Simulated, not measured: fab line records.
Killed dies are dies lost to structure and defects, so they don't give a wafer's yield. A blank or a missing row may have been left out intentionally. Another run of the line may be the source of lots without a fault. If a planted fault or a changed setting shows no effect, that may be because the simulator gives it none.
Which tool was responsible? || flow gf180mcu || 36 wafers from 12 lots sampled at 3 of the route's 602 steps

## WHAT THE GAUGES READ, wafer by wafer
GF_TOP_METAL_OVL_MEAS_15.
{"lot": "L222", "measured": "day 28 21:31", "on": "overlay-01", "TOP_METAL_OVL (nm)": "-1.1 -1.2 -2.1"}
{"lot": "L223", "measured": "day 29 04:17", "on": "overlay-02", "TOP_METAL_OVL (nm)": "-2.2 -2.3 -1.8"}
{"lot": "L224", "measured": "day 29 07:02", "on": "overlay-01", "TOP_METAL_OVL (nm)": "0.4 -1.1 -0.1"}
{"lot": "L225", "measured": "day 29 13:38", "on": "overlay-02", "TOP_METAL_OVL (nm)": "-1.8 -0.4 -0.7"}
{"lot": "L229", "measured": "day 31 01:38", "on": "overlay-02", "TOP_METAL_OVL (nm)": "0.0 -0.7 0.2"}
{"lot": "L234", "measured": "day 32 02:02", "on": "overlay-01", "TOP_METAL_OVL (nm)": "3.5 2.5 1.6"}
{"lot": "L236", "measured": "day 32 13:50", "on": "overlay-01", "TOP_METAL_OVL (nm)": "-0.6 0.0 -0.2"}
{"lot": "L237", "measured": "day 32 15:41", "on": "overlay-02", "TOP_METAL_OVL (nm)": "-2.2 -0.3 -0.2"}
{"lot": "L239", "measured": "day 33 13:25", "on": "overlay-01", "TOP_METAL_OVL (nm)": "0.8 -0.1 -0.4"}
{"lot": "L240", "measured": "day 33 14:38", "on": "overlay-01", "TOP_METAL_OVL (nm)": "2.5 1.4 1.6"}
{"lot": "L241", "measured": "day 33 17:52", "on": "overlay-01", "TOP_METAL_OVL (nm)": "2.7 2.0 1.8"}
{"lot": "L242", "measured": "day 34 00:44", "on": "overlay-01", "TOP_METAL_OVL (nm)": "2.2 1.3 1.8"}

GF_PASSIVATION_THK_MEAS_03.
{"lot": "L222", "measured": "day 28 22:41", "on": "film_metro-03", "PASSIVATION_CVD_02_THK (nm)": "694 711 708"}
{"lot": "L223", "measured": "day 29 05:28", "on": "film_metro-02", "PASSIVATION_CVD_02_THK (nm)": "698 684 714"}
{"lot": "L224", "measured": "day 29 08:14", "on": "film_metro-02", "PASSIVATION_CVD_02_THK (nm)": "696 703 701"}
{"lot": "L225", "measured": "day 29 14:49", "on": "film_metro-01", "PASSIVATION_CVD_02_THK (nm)": "704 682 719"}
{"lot": "L229", "measured": "day 31 02:50", "on": "film_metro-01", "PASSIVATION_CVD_02_THK (nm)": "687 700 700"}
{"lot": "L234", "measured": "day 32 03:12", "on": "film_metro-01", "PASSIVATION_CVD_02_THK (nm)": "701 718 710"}
{"lot": "L236", "measured": "day 32 15:11", "on": "film_metro-03", "PASSIVATION_CVD_02_THK (nm)": "695 703 687"}
{"lot": "L237", "measured": "day 32 17:02", "on": "film_metro-03", "PASSIVATION_CVD_02_THK (nm)": "696 703 704"}
{"lot": "L239", "measured": "day 33 14:37", "on": "film_metro-01", "PASSIVATION_CVD_02_THK (nm)": "685 695 699"}
{"lot": "L240", "measured": "day 33 15:49", "on": "film_metro-01", "PASSIVATION_CVD_02_THK (nm)": "693 705 699"}
{"lot": "L241", "measured": "day 33 19:03", "on": "film_metro-03", "PASSIVATION_CVD_02_THK (nm)": "702 707 705"}
{"lot": "L242", "measured": "day 34 02:01", "on": "film_metro-03", "PASSIVATION_CVD_02_THK (nm)": "698 702 710"}

## WHAT TOOL EACH LOT RAN ON (gives the tool, then ch and the chambers of the sampled wafers, and finally the start)
{"lot": "L222", "GF_MIM_STRIP_20": "plasma_asher-02 ch 0,1, day 26 05:55"}
{"lot": "L223", "GF_MIM_STRIP_20": "plasma_asher-02 ch 0,1, day 26 13:28"}
{"lot": "L224", "GF_MIM_STRIP_20": "plasma_asher-02 ch 0,1, day 26 16:13"}
{"lot": "L225", "GF_MIM_STRIP_20": "plasma_asher-02 ch 0, day 26 23:13"}
{"lot": "L229", "GF_MIM_STRIP_20": "plasma_asher-02 ch 0, day 28 14:07"}
{"lot": "L234", "GF_MIM_STRIP_20": "plasma_asher-03 ch 0,1, day 29 16:59"}
{"lot": "L236", "GF_MIM_STRIP_20": "plasma_asher-02 ch 0,1, day 30 06:10"}
{"lot": "L237", "GF_MIM_STRIP_20": "plasma_asher-01 ch 0,1, day 30 06:49"}
{"lot": "L239", "GF_MIM_STRIP_20": "plasma_asher-02 ch 0,1, day 31 07:34"}
{"lot": "L240", "GF_MIM_STRIP_20": "plasma_asher-03 ch 0,1, day 31 10:22"}
{"lot": "L241", "GF_MIM_STRIP_20": "plasma_asher-03 ch 0,1, day 31 14:56"}
{"lot": "L242", "GF_MIM_STRIP_20": "plasma_asher-03 ch 0,1, day 31 21:14"}
- GF_MIM_STRIP_20: strips in O2/N2.

## AS READ BY THE TOOLS THEMSELVES (means over the sampled wafers that have a number; for cases with no such wafer, the mark the record gives instead)
GF_MIM_STRIP_20.
{"lot": "L222", "tool": "plasma_asher-02", "chamber_pressure_mTorr (mTorr)": 1500.1, "drypump_motor_current_A (A)": 5.7, "heater_power_w (W)": 323, "oes_product_au (a.u.)": 0.691, "strip_time_to_endpoint_s (s)": 11.22}
{"lot": "L223", "tool": "plasma_asher-02", "chamber_pressure_mTorr (mTorr)": 1499.5, "drypump_motor_current_A (A)": 6.2, "heater_power_w (W)": 317, "oes_product_au (a.u.)": 0.692, "strip_time_to_endpoint_s (s)": 11.26}
{"lot": "L224", "tool": "plasma_asher-02", "chamber_pressure_mTorr (mTorr)": 1499.9, "drypump_motor_current_A (A)": 6.1, "heater_power_w (W)": 309, "oes_product_au (a.u.)": 0.690, "strip_time_to_endpoint_s (s)": 11.27}
{"lot": "L225", "tool": "plasma_asher-02", "chamber_pressure_mTorr (mTorr)": 1502.0, "drypump_motor_current_A (A)": 5.3, "heater_power_w (W)": 333, "oes_product_au (a.u.)": 0.694, "strip_time_to_endpoint_s (s)": 11.26}
{"lot": "L229", "tool": "plasma_asher-02", "chamber_pressure_mTorr (mTorr)": 1501.2, "drypump_motor_current_A (A)": 5.3, "heater_power_w (W)": 335, "oes_product_au (a.u.)": 0.695, "strip_time_to_endpoint_s (s)": 11.27}
{"lot": "L234", "tool": "plasma_asher-03", "chamber_pressure_mTorr (mTorr)": 1500.5, "drypump_motor_current_A (A)": 6.2, "heater_power_w (W)": 358, "oes_product_au (a.u.)": 0.693, "strip_time_to_endpoint_s (s)": 11.26}
{"lot": "L236", "tool": "plasma_asher-02", "chamber_pressure_mTorr (mTorr)": 1500.6, "drypump_motor_current_A (A)": 6.2, "heater_power_w (W)": 315, "oes_product_au (a.u.)": 0.693, "strip_time_to_endpoint_s (s)": 11.21}
{"lot": "L237", "tool": "plasma_asher-01", "chamber_pressure_mTorr (mTorr)": 1500.4, "drypump_motor_current_A (A)": 5.9, "heater_power_w (W)": 305, "oes_product_au (a.u.)": 0.691, "strip_time_to_endpoint_s (s)": 11.20}
{"lot": "L239", "tool": "plasma_asher-02", "chamber_pressure_mTorr (mTorr)": 1500.3, "drypump_motor_current_A (A)": 6.2, "heater_power_w (W)": 314, "oes_product_au (a.u.)": 0.690, "strip_time_to_endpoint_s (s)": 11.18}
{"lot": "L240", "tool": "plasma_asher-03", "chamber_pressure_mTorr (mTorr)": 1500.2, "drypump_motor_current_A (A)": 6.5, "heater_power_w (W)": 364, "oes_product_au (a.u.)": 0.691, "strip_time_to_endpoint_s (s)": 11.23}
{"lot": "L241", "tool": "plasma_asher-03", "chamber_pressure_mTorr (mTorr)": 1501.3, "drypump_motor_current_A (A)": 6.2, "heater_power_w (W)": 360, "oes_product_au (a.u.)": 0.692, "strip_time_to_endpoint_s (s)": 11.27}
{"lot": "L242", "tool": "plasma_asher-03", "chamber_pressure_mTorr (mTorr)": 1499.6, "drypump_motor_current_A (A)": 6.5, "heater_power_w (W)": 355, "oes_product_au (a.u.)": 0.693, "strip_time_to_endpoint_s (s)": 11.26}

## THE ANSWER, worked out from the rows above alone
Rule: the lots themselves supply what counts as usual. The widest of any qualifying gaps counts: lots, ordered by their means at a reading, are off when they make up no more than a third of the lots, leave a main group of 4 or more, and stand apart from it by 3 or more times the standard deviation of that group's means. Not used: any main group whose means are identical at the precision the tables above print for the reading. Also off: a lot with no number at a reading for which 4 or more lots have one. The other lots that the step has rows for count as sound. The gauges are gone through in route order, then the tools' own readings, and for those a lot's mean is taken as printed above. At the first step where some lot is off, the reading lying furthest off is the one used; lots without a number count as furthest.
Nothing can be told from this: no lot is off at any reading shown.

## WHAT WAS PUT IN BY THE SIMULATOR
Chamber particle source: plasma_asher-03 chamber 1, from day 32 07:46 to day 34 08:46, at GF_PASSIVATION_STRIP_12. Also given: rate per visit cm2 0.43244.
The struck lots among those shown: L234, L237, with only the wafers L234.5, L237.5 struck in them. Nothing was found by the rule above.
